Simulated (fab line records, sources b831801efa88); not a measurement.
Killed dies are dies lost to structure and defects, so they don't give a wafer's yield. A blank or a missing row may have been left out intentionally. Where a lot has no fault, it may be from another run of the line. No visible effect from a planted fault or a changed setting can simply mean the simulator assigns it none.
Which tool is to blame? | flow gf180mcu | 12 lots, 36 wafers sampled, at 5 steps of a route of 602

WHAT EACH GAUGE READ, for each wafer
GF_M3_RS_MEAS_05: the measuring method here is four-point-probe. Usual: M3_ALCU_RS gives 0.0696 ohm/sq (standard deviation 0.00096).
lot  | measured     | on           | M3_ALCU_RS (ohm/sq)  | flag
L839 | day 20 08:01 | filmMetro-02 | 0.0685 0.0683 0.0697 | 
L840 | day 21 06:26 | filmMetro-03 | 0.0693 0.0715 0.0720 | 
L841 | day 21 14:04 | filmMetro-02 | 0.0706 0.0705 0.0705 | 
L846 | day 23 09:01 | filmMetro-04 | 0.0690 0.0699 0.0703 | 
L849 | day 24 13:07 | filmMetro-02 | 0.0686 0.0672 0.0697 | 
L850 | day 24 16:16 | filmMetro-02 | 0.0708 0.0692 0.0684 | 
L852 | day 25 09:58 | filmMetro-02 | 0.0699 0.0694 0.0701 | 
L853 | day 25 16:22 | filmMetro-04 | 0.0699 0.0689 0.0707 | 
L859 | day 27 10:16 | filmMetro-03 | 0.0689 0.0705 0.0700 | 
L860 | day 27 20:49 | filmMetro-03 | 0.0693 0.0684 0.0688 | 
L861 | day 28 00:32 | filmMetro-03 | 0.0700 0.0695 0.0703 | 
L862 | day 28 06:39 | filmMetro-02 | 0.0698 0.0692 0.0690 | 

GF_M3_THK_MEAS_06: measures by xrf. Usual: M3_ALCU_THK gives 452 nm (standard deviation 7).
lot  | measured     | on           | M3_ALCU_THK (nm) | flag
L839 | day 20 08:07 | filmMetro-02 | 462 461 448      | 
L840 | day 21 06:32 | filmMetro-03 | 451 435 436      | 
L841 | day 21 14:11 | filmMetro-02 | 449 449 451      | 
L846 | day 23 09:07 | filmMetro-04 | 450 443 443      | 
L849 | day 24 13:14 | filmMetro-02 | 462 470 453      | 
L850 | day 24 16:23 | filmMetro-02 | 445 458 461      | 
L852 | day 25 10:05 | filmMetro-02 | 451 456 451      | 
L853 | day 25 16:29 | filmMetro-04 | 446 454 441      | 
L859 | day 27 10:23 | filmMetro-03 | 457 445 448      | 
L860 | day 27 20:56 | filmMetro-03 | 452 459 456      | 
L861 | day 28 00:38 | filmMetro-03 | 444 449 444      | 
L862 | day 28 06:46 | filmMetro-02 | 456 457 456      | 

GF_V3_CD_MEAS_14 targets a cd of 260 nm. Usual: cdNm at 259.9 nm, with a standard deviation of 1.1.
lot  | measured     | on       | cdNm (nm)         | flag
L839 | day 22 09:07 | cdSem-02 | 256.8 258.9 259.8 | 
L840 | day 23 07:18 | cdSem-02 | 258.6 260.1 259.4 | 
L841 | day 23 13:50 | cdSem-02 | 258.1 259.7 258.8 | 
L846 | day 25 07:38 | cdSem-02 | 259.4 258.9 259.8 | 
L849 | day 26 08:46 | cdSem-01 | 260.4 260.1 259.4 | 
L850 | day 26 12:34 | cdSem-02 | 258.9 257.5 258.4 | 
L852 | day 27 05:33 | cdSem-01 | 257.8 259.4 258.8 | 
L853 | day 27 12:01 | cdSem-02 | 238.3 236.2 236.8 | OFF
L859 | day 29 03:05 | cdSem-01 | 235.2 238.0 236.2 | OFF
L860 | day 29 12:56 | cdSem-02 | 260.1 260.7 259.7 | 
L861 | day 29 16:20 | cdSem-02 | 259.9 259.9 260.2 | 
L862 | day 29 22:19 | cdSem-01 | 259.4 258.9 260.0 | 

TOOL THAT RAN EACH LOT (tool first, then ch and the chambers of the sampled wafers, then the start)
lot  | GF_M3_METAL_ETCH_16              | GF_V3_PEB_12
L839 | rieMetal-01 ch 0,1, day 21 08:16 | lithoTrack-01 ch 0, day 22 08:47
L840 | rieMetal-03 ch 0,1, day 22 06:31 | lithoTrack-01 ch 0, day 23 06:56
L841 | rieMetal-03 ch 0,1, day 22 13:43 | lithoTrack-02 ch 0, day 23 13:30
L846 | rieMetal-03 ch 0,1, day 24 08:15 | lithoTrack-03 ch 0, day 25 07:18
L849 | rieMetal-04 ch 0,1, day 25 10:58 | lithoTrack-03 ch 0, day 26 08:25
L850 | rieMetal-01 ch 0,1, day 25 14:08 | lithoTrack-03 ch 0, day 26 12:13
L852 | rieMetal-04 ch 0,1, day 26 07:37 | lithoTrack-01 ch 0, day 27 05:13
L853 | rieMetal-03 ch 0,1, day 26 14:04 | lithoTrack-01 ch 0, day 27 11:40
L859 | rieMetal-03 ch 0, day 28 06:01   | lithoTrack-01 ch 0, day 29 02:44
L860 | rieMetal-03 ch 0,1, day 28 16:13 | lithoTrack-02 ch 0, day 29 12:36
L861 | rieMetal-03 ch 0, day 28 19:22   | lithoTrack-03 ch 0, day 29 15:59
L862 | rieMetal-03 ch 0,1, day 29 02:16 | lithoTrack-02 ch 0, day 29 21:58
- GF_M3_METAL_ETCH_16: etches the open film in Cl2/BCl3, stops on SiO2, target depth 750.8 nm, time 125.1 s.
- GF_V3_PEB_12: peb time 90 s.

WHAT THE TOOLS THEMSELVES READ (means of the sampled wafers that have a number; where no wafer has one, the mark that the record gives instead)
GF_M3_METAL_ETCH_16. Usual: drypumpMotorCurrentA 5.8 A, standard deviation 0.52; mfcCl2Sccm 80.08 sccm, standard deviation 0.23; oesProductAu 0.990 a.u., standard deviation 0.006; throttleValvePct 28.230 %, standard deviation 0.0094.
lot  | tool        | drypumpMotorCurrentA (A) | mfcCl2Sccm (sccm) | oesProductAu (a.u.) | throttleValvePct (%) | flag
L839 | rieMetal-01 | 5.8                      | 80.18             | 0.987               | 28.236               | 
L840 | rieMetal-03 | 6.2                      | 80.00             | 0.994               | 28.224               | 
L841 | rieMetal-03 | 6.4                      | 80.10             | 0.993               | 28.224               | 
L846 | rieMetal-03 | 6.2                      | 80.17             | 0.987               | 28.235               | 
L849 | rieMetal-04 | 5.2                      | 80.00             | 0.982               | 28.237               | 
L850 | rieMetal-01 | 5.8                      | 80.15             | 0.988               | 28.229               | 
L852 | rieMetal-04 | 5.2                      | 80.04             | 0.989               | 28.235               | 
L853 | rieMetal-03 | 6.2                      | 80.21             | 0.992               | 28.232               | 
L859 | rieMetal-03 | 6.7                      | 79.81             | 0.995               | 28.224               | 
L860 | rieMetal-03 | 6.4                      | 79.99             | 0.998               | 28.226               | 
L861 | rieMetal-03 | 6.7                      | 80.51             | 0.994               | 28.223               | 
L862 | rieMetal-03 | 6.2                      | 80.36             | 0.988               | 28.227               | 

GF_V3_PEB_12. Usual: heaterPowerTotalW 85.70 W, standard deviation 0.081; plateTempC 134.99 C, standard deviation 0.14.
lot  | tool          | heaterPowerTotalW (W) | plateTempC (C) | flag
L839 | lithoTrack-01 | 85.75                 | 134.98         | 
L840 | lithoTrack-01 | 85.62                 | 135.12         | 
L841 | lithoTrack-02 | 85.70                 | 134.94         | 
L846 | lithoTrack-03 | 85.72                 | 134.90         | 
L849 | lithoTrack-03 | 85.65                 | 135.00         | 
L850 | lithoTrack-03 | 85.75                 | 134.98         | 
L852 | lithoTrack-01 | 85.68                 | 135.10         | 
L853 | lithoTrack-01 | 80.51                 | 128.53         | OFF
L859 | lithoTrack-01 | 80.48                 | 128.77         | OFF
L860 | lithoTrack-02 | 85.69                 | 134.84         | 
L861 | lithoTrack-03 | 85.69                 | 134.84         | 
L862 | lithoTrack-02 | 85.64                 | 134.91         | 

THE ANSWER, worked out from the rows above alone
Rule: lot off if the mean of its wafers having a number is beyond 3 standard deviations from the usual mean. A lot without any number at a reading at which 4 lots or more have one is off too. The other lots that the step has rows for count as sound. After the gauges, taken in route order, come the tools' own readings; for these a lot's mean is taken, as printed above. The first step at which some lot is off is used, and at that step the reading that is off furthest; a lot without a number counts as furthest.
Off, at GF_V3_CD_MEAS_14 on cdNm: L853, L859.
A tool fits if, at a process step before that reading, it ran every lot that is off, and no sound lot after the first of them. The gauges at GF_V3_CD_MEAS_14 aren't tried: what is off there is off at GF_V3_PEB_12 too, on other tools, and a gauge's error can't cause that. One fits: GF_V3_PEB_12 on lithoTrack-01. A fault onset in the window from L852 (day 27 05:13, its last sound lot) to L853 (day 27 11:40, its first lot off) fits.
The tool's own readings at GF_V3_PEB_12 bear it out: on the lots that are off they differ by more than 5 times the standard deviation of the sound lots' means. heaterPowerTotalW reads 80.50 W there against 85.69 W on the sound lots; plateTempC reads 128.65 C there against 134.96 C on the sound lots.

WHAT THE SIMULATOR HAD PUT IN
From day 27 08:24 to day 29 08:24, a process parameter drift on lithoTrack-01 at GF_V3_PEB_12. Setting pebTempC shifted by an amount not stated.
Lots struck among those shown: L853, L859. Same finding as the rule above.
